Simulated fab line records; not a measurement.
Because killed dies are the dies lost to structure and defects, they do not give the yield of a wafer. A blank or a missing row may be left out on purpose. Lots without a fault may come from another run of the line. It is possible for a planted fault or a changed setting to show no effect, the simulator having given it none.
Problem report, 8D (eight disciplines) form, completed by code ; flow sky130 ; the parts of the form that need people (team, actions taken, sign-off) are left out

== 1. PROBLEM STATEMENT ==
Mean VIA1_HDPCVD_THK at SKY_VIA1_THK_MEAS_01: 868 nm over 2 wafers in 2 lots; fault-free wafers: 1030 nm, standard deviation 12. Measured from the usual mean, that is -13 standard deviations.
Seen first at day 36 05:26 on filmMetro-03, wafer L507.5. At this step, 36 wafers from 12 lots have a number in the record. Rule for "out" (also "out of limits"): further than 4 standard deviations from the usual mean. The rest of the wafers with a number are treated as sound.

== 2. WHAT THIS IS AND IS NOT ==
question;is;is not
which readings at this step;VIA1_HDPCVD_THK;-
which lots;L507, L510;L497, L499, L501, L502, L504, L505, L514, L516, L518, L519
which wafers of those lots;L507.5, L510.4;L507.4, L507.6, L510.2, L510.3
read on which gauges;filmMetro-02, filmMetro-03;filmMetro-04
when;from day 36 05:26;"up to then (20 sound wafers); but 14 sound wafers of L510, L514, L516, L518, L519 came after"

== 3. THE SUSPECTS, EACH WITH WHAT RULES IT OUT ==
Counting: a tool at a process step up to the reading stays a suspect if it ran every lot that is out. Sound lots after the first of them don't rule it out here, since some wafers of a struck lot are sound.
- ruled out: the gauge at SKY_VIA1_THK_MEAS_01. Those wafers that are out were read across 2 gauges (filmMetro-02, filmMetro-03).
- pvdSputter-01 at SKY_METAL1_SPUTTER_00 (material Ti, target thk 15 nm, time 10 s): kept. Every lot that is out went through it, the first being L507 (day 35 02:02); the last sound lot it ran before that was L499 (day 32 22:29).
- hdpcvd-02 at SKY_VIA1_HDPCVD_00 (deposits SiO2, target thk 1030 nm, time 171.7 s): kept. Every lot that is out went through it, the first being L507 (day 36 05:21); the last sound lot it ran before that was L501 (day 35 01:33). Its own sih4FlowSccm readings are out on those wafers.
- hdpcvd-02, SKY_VIA1_HDPCVD_00: wafers that are out in chamber 2, sound lot-mates in chambers 0, 1.
The count leaves hdpcvd-02 at SKY_VIA1_HDPCVD_00 and pvdSputter-01 at SKY_METAL1_SPUTTER_00.

== 4. THE CAUSE (what the simulator had put in) ==
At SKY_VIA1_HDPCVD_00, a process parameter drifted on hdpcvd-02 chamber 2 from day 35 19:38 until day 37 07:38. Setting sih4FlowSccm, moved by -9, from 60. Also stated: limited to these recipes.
Counting left 2 suspects, and this tool is among them.

== 5. THE EFFECT CHAIN, in route order ==
One row per reading whose mean, taken over the struck wafers that have a number, lies over 3 standard deviations from the usual. Only readings whose record carries a usual standard deviation are examined. hours: median over the lots of the time between each lot's start at the first step of this table that gives one and its start at this step. sigmas: the change, counted in usual standard deviations.
hours;step;reading;usual;on struck wafers;change;sigmas
0;SKY_VIA1_HDPCVD_00;sih4FlowSccm;60.00 sccm;51.02;-8.98;-47
0;SKY_VIA1_THK_MEAS_01;VIA1_HDPCVD_THK;1030 nm;868;-162;-13
Here are the process steps it includes:
- SKY_VIA1_HDPCVD_00: deposits SiO2, target thk 1030 nm, time 171.7 s.
At these later measuring or inspecting steps, every struck wafer for which the step has a row has a number for every such reading, and none has moved that far: SKY_VIA1_BOW_MEAS_03.

== 6. WHAT WOULD HAVE CAUGHT IT SOONER ==
The first out-of-limits reading at a measuring or inspecting step in this record came at day 36 05:26, 10 hours after the fault's start at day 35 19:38.
The tool's own readings at SKY_VIA1_HDPCVD_00 were out on every struck wafer that the step has a row for (sih4FlowSccm): an alarm limit on them would have fired on the first of those.
Of the lots that are out (2), L510 began SKY_VIA1_HDPCVD_00 on hdpcvd-02 after day 36 05:26. Putting the tool on hold at that point would have spared it.
